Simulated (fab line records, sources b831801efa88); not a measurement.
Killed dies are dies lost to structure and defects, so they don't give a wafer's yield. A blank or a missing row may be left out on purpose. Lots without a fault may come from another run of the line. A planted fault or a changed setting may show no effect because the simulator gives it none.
Which tool did it? | flow gf180mcu | 11 lots, 33 wafers sampled, at 7 steps of a route of 602

WHAT THE GAUGES READ, wafer by wafer
GF_V2_THK_MEAS_03.
lot  | measured     | on            | V2_CVD_02_THK (nm)
L415 | day 18 20:33 | film_metro-03 | 871 854 876
L417 | day 19 20:46 | film_metro-01 | 855 840 857
L418 | day 20 04:05 | film_metro-04 | 841 873 864
L419 | day 20 14:26 | film_metro-03 | 854 830 851
L421 | day 21 17:37 | film_metro-03 | 838 855 875
L424 | day 22 14:14 | film_metro-01 | 850 856 854
L425 | day 22 20:38 | film_metro-04 | 853 867 865
L433 | day 26 02:20 | film_metro-03 | 821 855 843
L434 | day 26 04:25 | film_metro-03 | 848 844 858
L435 | day 26 05:40 | film_metro-01 | 853 865 870
L436 | day 26 15:49 | film_metro-04 | 858 853 876

GF_V2_RS_MEAS_24: measures by four-point-probe.
lot  | measured     | on            | V2_W_RS (ohm/sq)
L415 | day 19 21:55 | film_metro-03 | 0.328 0.323 0.322
L417 | day 20 22:13 | film_metro-01 | 0.329 0.330 0.323
L418 | day 21 06:00 | film_metro-01 | 0.326 0.330 0.336
L419 | day 21 15:47 | film_metro-01 | 0.335 0.325 0.326
L421 | day 22 19:05 | film_metro-04 | 0.325 0.322 0.325
L424 | day 23 14:53 | film_metro-04 | 0.186 0.183 0.183
L425 | day 23 21:08 | film_metro-01 | 0.184 0.186 0.184
L433 | day 27 00:23 | film_metro-04 | 0.329 0.330 0.325
L434 | day 27 02:18 | film_metro-04 | 0.330 0.325 0.330
L435 | day 27 03:55 | film_metro-03 | 0.325 0.325 0.332
L436 | day 27 13:15 | film_metro-04 | 0.325 0.325 0.330

GF_V2_THK_MEAS_25: measures by xrf.
lot  | measured     | on            | V2_W_THK (nm)
L415 | day 19 22:02 | film_metro-03 | 357 360 359
L417 | day 20 22:20 | film_metro-01 | 359 360 367
L418 | day 21 06:07 | film_metro-01 | 363 358 350
L419 | day 21 15:55 | film_metro-01 | 350 362 362
L421 | day 22 19:12 | film_metro-04 | 359 363 360
L424 | day 23 14:59 | film_metro-04 | - - -
L425 | day 23 21:16 | film_metro-01 | - - -
L433 | day 27 00:29 | film_metro-04 | 358 356 363
L434 | day 27 02:25 | film_metro-04 | 357 365 357
L435 | day 27 04:02 | film_metro-03 | 355 356 346
L436 | day 27 13:22 | film_metro-04 | 363 364 355

GF_M3_CD_MEAS_14: target cd 280 nm.
lot  | measured     | on        | cd_nm (nm)
L415 | day 20 22:32 | cd_sem-01 | 280.7 281.4 280.9
L417 | day 21 22:29 | cd_sem-02 | 278.1 279.1 280.1
L418 | day 22 06:41 | cd_sem-01 | 280.3 279.2 278.5
L419 | day 22 15:55 | cd_sem-02 | 279.3 279.6 280.8
L421 | day 23 18:55 | cd_sem-01 | 279.4 280.6 278.8
L424 | day 24 14:33 | cd_sem-01 | 279.1 280.2 281.0
L425 | day 24 20:42 | cd_sem-02 | 278.7 280.6 280.1
L433 | day 27 21:07 | cd_sem-01 | 278.0 278.7 278.7
L434 | day 27 22:50 | cd_sem-01 | 280.4 280.6 280.1
L435 | day 28 00:31 | cd_sem-02 | 281.1 280.2 279.0
L436 | day 28 08:49 | cd_sem-01 | 279.8 279.0 280.4

WHICH TOOL RAN EACH LOT (tool, then ch and the chambers of the sampled wafers, then the start)
lot  | GF_V2_CVD_23                  | GF_V2_CMP_26                  | GF_M3_SPUTTER_02
L415 | cvd_w-01 ch 0,1, day 19 21:48 | cmp-01 ch 1,2,3, day 19 22:14 | pvd_sputter-04, day 19 22:40
L417 | cvd_w-01 ch 0,1, day 20 22:07 | cmp-01 ch 0,1,2, day 20 22:24 | pvd_sputter-01, day 20 22:50
L418 | cvd_w-01 ch 0,1, day 21 05:52 | cmp-01 ch 0,3, day 21 06:10   | pvd_sputter-01, day 21 06:35
L419 | cvd_w-01 ch 0,1, day 21 15:40 | cmp-01 ch 0,1,3, day 21 16:04 | pvd_sputter-04, day 21 16:24
L421 | cvd_w-02 ch 0, day 22 18:58   | cmp-01 ch 1,2,3, day 22 19:15 | pvd_sputter-01, day 22 19:41
L424 | cvd_w-01 ch 0,1, day 23 14:46 | cmp-01 ch 0,3, day 23 15:04   | pvd_sputter-01, day 23 15:27
L425 | cvd_w-01 ch 0,1, day 23 21:02 | cmp-01 ch 0,1,2, day 23 21:25 | pvd_sputter-01, day 23 21:45
L433 | cvd_w-01 ch 0,1, day 27 00:14 | cmp-02 ch 1,2,3, day 27 00:38 | pvd_sputter-01, day 27 00:59
L434 | cvd_w-01 ch 0,1, day 27 02:11 | cmp-01 ch 1,2,3, day 27 02:29 | pvd_sputter-02, day 27 02:55
L435 | cvd_w-01 ch 0,1, day 27 03:47 | cmp-02 ch 0,1,3, day 27 04:08 | pvd_sputter-01, day 27 04:31
L436 | cvd_w-02 ch 0,1, day 27 13:07 | cmp-02 ch 1,2, day 27 13:25   | pvd_sputter-01, day 27 13:50
- GF_V2_CVD_23: deposits W, target thk 350 nm, time 104.94 s.
- GF_V2_CMP_26: polishes, stops on SiO2, t overpolish 15 s, target thk 0 nm.
- GF_M3_SPUTTER_02: material AlCu, target thk 450 nm, time 23.9 s.

WHAT THE TOOLS THEMSELVES READ (means of the sampled wafers that have a number; where no wafer has one, the mark that the record gives instead)
GF_V2_CVD_23.
lot  | tool     | heater_power_w (W)
L415 | cvd_w-01 | 896
L417 | cvd_w-01 | 914
L418 | cvd_w-01 | 882
L419 | cvd_w-01 | 895
L421 | cvd_w-02 | 1002
L424 | cvd_w-01 | 884
L425 | cvd_w-01 | 887
L433 | cvd_w-01 | 933
L434 | cvd_w-01 | 930
L435 | cvd_w-01 | 893
L436 | cvd_w-02 | 951

GF_V2_CMP_26.
lot  | tool   | motor_current_A (A) | time_to_endpoint_s (s)
L415 | cmp-01 | 11.9                | 88
L417 | cmp-01 | 11.4                | 83
L418 | cmp-01 | 11.0                | 83
L419 | cmp-01 | 11.2                | 86
L421 | cmp-01 | 11.3                | 81
L424 | cmp-01 | 10.9                | 145
L425 | cmp-01 | 11.1                | 146
L433 | cmp-02 | 9.9                 | 84
L434 | cmp-01 | 11.6                | 82
L435 | cmp-02 | 10.7                | 85
L436 | cmp-02 | 9.6                 | 88

GF_M3_SPUTTER_02.
lot  | tool           | throttle_valve_pct (%)
L415 | pvd_sputter-04 | 30.4
L417 | pvd_sputter-01 | 30.1
L418 | pvd_sputter-01 | 29.9
L419 | pvd_sputter-04 | 30.4
L421 | pvd_sputter-01 | 30.2
L424 | pvd_sputter-01 | 29.9
L425 | pvd_sputter-01 | 29.9
L433 | pvd_sputter-01 | 29.7
L434 | pvd_sputter-02 | 29.6
L435 | pvd_sputter-01 | 29.6
L436 | pvd_sputter-01 | 30.0

THE ANSWER, worked out from the rows above alone
Rule: what is usual is taken from the lots themselves. Put in order of their means at a reading, lots are off if they are a third of the lots or fewer, leave a main group of 4 or more, and stand apart from it by a gap of 3 or more times the standard deviation of the main group's means; of several such gaps the widest counts. A main group whose means are all the same, to the digits that the tables above print for the reading, isn't used. A lot without any number at a reading at which 4 lots or more have one is off too. The other lots that the step has rows for count as sound. The gauges are gone through in route order, then the tools' own readings, and for those a lot's mean is taken as printed above. The first step at which some lot is off is used, and at that step the reading that is off furthest; a lot without a number counts as furthest.
Off: L424, L425, at GF_V2_RS_MEAS_24 (V2_W_RS). The main group: mean 0.327 ohm/sq, standard deviation 0.002.
A tool fits if, at a process step before that reading, it ran every lot that is off, and no sound lot after the first of them. The gauges at GF_V2_RS_MEAS_24 aren't tried: what is off there is off at GF_V2_CMP_26 too, on other tools, and a gauge's error can't cause that. None of those tried fits.

WHAT THE SIMULATOR HAD PUT IN
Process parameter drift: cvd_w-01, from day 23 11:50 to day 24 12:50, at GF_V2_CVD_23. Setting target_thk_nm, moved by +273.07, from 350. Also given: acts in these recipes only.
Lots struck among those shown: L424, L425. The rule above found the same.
